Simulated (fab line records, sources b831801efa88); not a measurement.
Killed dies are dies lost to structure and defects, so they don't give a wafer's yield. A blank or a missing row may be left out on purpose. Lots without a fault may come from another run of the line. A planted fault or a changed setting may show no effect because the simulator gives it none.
Which tool did it? | flow sky130 | 12 lots, 36 wafers sampled, at 3 steps of a route of 708

WHAT THE GAUGES READ, wafer by wafer
SKY_NWELL_TW_MEAS_15. Usual: NWELL_TW 1823, standard deviation 7.2.
lot  | measured    | on            | NWELL_TW       | flag
L742 | day 4 21:33 | film_metro-02 | 1819 1837 1834 |
L743 | day 5 02:28 | film_metro-01 | 1826 1827 1827 |
L744 | day 5 09:24 | film_metro-01 | 1828 1823 1819 |
L745 | day 5 12:47 | film_metro-03 | 1820 1820 1829 |
L747 | day 6 02:09 | film_metro-03 | 1828 1824 1830 |
L749 | day 6 11:29 | film_metro-01 | 1837 1832 1833 |
L750 | day 6 19:48 | film_metro-03 | 1810 1820 1817 |
L752 | day 7 08:23 | film_metro-02 | 1822 1828 1820 |
L754 | day 7 18:35 | film_metro-01 | 1821 1823 1810 |
L755 | day 8 00:30 | film_metro-03 | 1815 1826 1820 |
L756 | day 8 09:41 | film_metro-02 | 1817 1816 1813 |
L757 | day 8 13:48 | film_metro-03 | 1830 1833 1840 |

SKY_VT_ADJUST_NCORE_TW_MEAS_11. Usual: VT_ADJUST_NCORE_TW 219.5, standard deviation 1.5.
lot  | measured     | on            | VT_ADJUST_NCORE_TW | flag
L742 | day 8 20:29  | film_metro-04 | 218.9 218.2 218.2  |
L743 | day 9 02:16  | film_metro-04 | 217.7 219.0 218.4  |
L744 | day 9 11:49  | film_metro-02 | 219.7 218.9 219.8  |
L745 | day 9 15:01  | film_metro-04 | 218.3 218.7 218.8  |
L747 | day 10 09:07 | film_metro-04 | 216.6 215.7 216.3  |
L749 | day 10 20:08 | film_metro-04 | 217.4 218.9 217.7  |
L750 | day 11 07:13 | film_metro-02 | 219.1 219.5 219.0  |
L752 | day 12 00:22 | film_metro-02 | 219.0 218.2 218.9  |
L754 | day 12 13:28 | film_metro-01 | 219.2 218.9 219.9  |
L755 | day 12 19:40 | film_metro-04 | 217.9 218.2 217.5  |
L756 | day 13 06:31 | film_metro-04 | 219.3 217.5 219.1  |
L757 | day 13 12:14 | film_metro-02 | 219.1 220.8 220.4  |

WHICH TOOL RAN EACH LOT (tool, then ch and the chambers of the sampled wafers, then the start)
lot  | SKY_VT_ADJUST_HVTP_STRIP_10
L742 | plasma_asher-02 ch 0,1, day 6 09:03
L743 | plasma_asher-02 ch 0,1, day 6 14:42
L744 | plasma_asher-03 ch 1, day 6 21:59
L745 | plasma_asher-02 ch 0,1, day 7 00:13
L747 | plasma_asher-02 ch 0,1, day 7 15:47
L749 | plasma_asher-04 ch 0,1, day 8 02:11
L750 | plasma_asher-03 ch 0,1, day 8 11:54
L752 | plasma_asher-03 ch 0,1, day 9 01:35
L754 | plasma_asher-02 ch 0,1, day 9 12:59
L755 | plasma_asher-02 ch 0,1, day 9 20:02
L756 | plasma_asher-02 ch 0,1, day 10 05:02
L757 | plasma_asher-03 ch 0,1, day 10 10:41
- SKY_VT_ADJUST_HVTP_STRIP_10: strips in O2/N2.

WHAT THE TOOLS THEMSELVES READ (means of the sampled wafers that have a number; where no wafer has one, the mark that the record gives instead)
SKY_VT_ADJUST_HVTP_STRIP_10. Usual: chamber_pressure_mTorr 1499.9 mTorr, standard deviation 1.4; drypump_motor_current_A 5.51 A, standard deviation 0.24; oes_product_au 0.715 a.u., standard deviation 0.0048; strip_time_to_endpoint_s 14.16 s, standard deviation 0.035.
lot  | tool            | chamber_pressure_mTorr (mTorr) | drypump_motor_current_A (A) | oes_product_au (a.u.) | strip_time_to_endpoint_s (s) | flag
L742 | plasma_asher-02 | 1499.3                         | 5.36                        | 0.719                 | 14.13                        |
L743 | plasma_asher-02 | 1501.0                         | 5.35                        | 0.717                 | 14.19                        |
L744 | plasma_asher-03 | 1500.2                         | 5.74                        | 0.718                 | 14.14                        |
L745 | plasma_asher-02 | 1500.6                         | 5.37                        | 0.718                 | 14.15                        |
L747 | plasma_asher-02 | 1499.7                         | 5.33                        | 0.714                 | 14.18                        |
L749 | plasma_asher-04 | 1500.3                         | 5.96                        | 0.713                 | 14.16                        |
L750 | plasma_asher-03 | 1500.8                         | 5.52                        | 0.714                 | 14.12                        |
L752 | plasma_asher-03 | 1500.2                         | 5.49                        | 0.713                 | 14.17                        |
L754 | plasma_asher-02 | 1499.3                         | 5.32                        | 0.715                 | 14.16                        |
L755 | plasma_asher-02 | 1800.5                         | 5.35                        | 0.736                 | 13.63                        | OFF
L756 | plasma_asher-02 | 1800.5                         | 5.34                        | 0.736                 | 13.59                        | OFF
L757 | plasma_asher-03 | 1501.0                         | 5.50                        | 0.713                 | 14.13                        |

THE ANSWER, worked out from the rows above alone
Rule: a lot is off if the mean of its wafers that have a number lies more than 3 standard deviations from the usual mean. A lot without any number at a reading at which 4 lots or more have one is off too. The other lots that the step has rows for count as sound. The gauges are gone through in route order, then the tools' own readings, and for those a lot's mean is taken as printed above. The first step at which some lot is off is used, and at that step the reading that is off furthest; a lot without a number counts as furthest.
Off: L755, L756, at SKY_VT_ADJUST_HVTP_STRIP_10 (chamber_pressure_mTorr).
A tool fits if, at that step or a process step before it, it ran every lot that is off, and no sound lot after the first of them. One fits: plasma_asher-02 at SKY_VT_ADJUST_HVTP_STRIP_10. Its last sound lot is L754 (day 9 12:59), its first lot that is off L755 (day 9 20:02): a fault that began between those two fits.
The tool's own readings at SKY_VT_ADJUST_HVTP_STRIP_10 bear it out: on the lots that are off they differ by more than 5 times the standard deviation of the sound lots' means. chamber_pressure_mTorr reads 1800.5 mTorr there against 1500.2 mTorr on the sound lots; oes_product_au reads 0.736 a.u. there against 0.715 a.u. on the sound lots; strip_time_to_endpoint_s reads 13.61 s there against 14.15 s on the sound lots.

WHAT THE SIMULATOR HAD PUT IN
Process parameter drift: plasma_asher-02, from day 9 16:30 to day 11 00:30, at SKY_VT_ADJUST_HVTP_STRIP_10. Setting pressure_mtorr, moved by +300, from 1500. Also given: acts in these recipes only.
Lots struck among those shown: L755, L756. The rule above found the same.
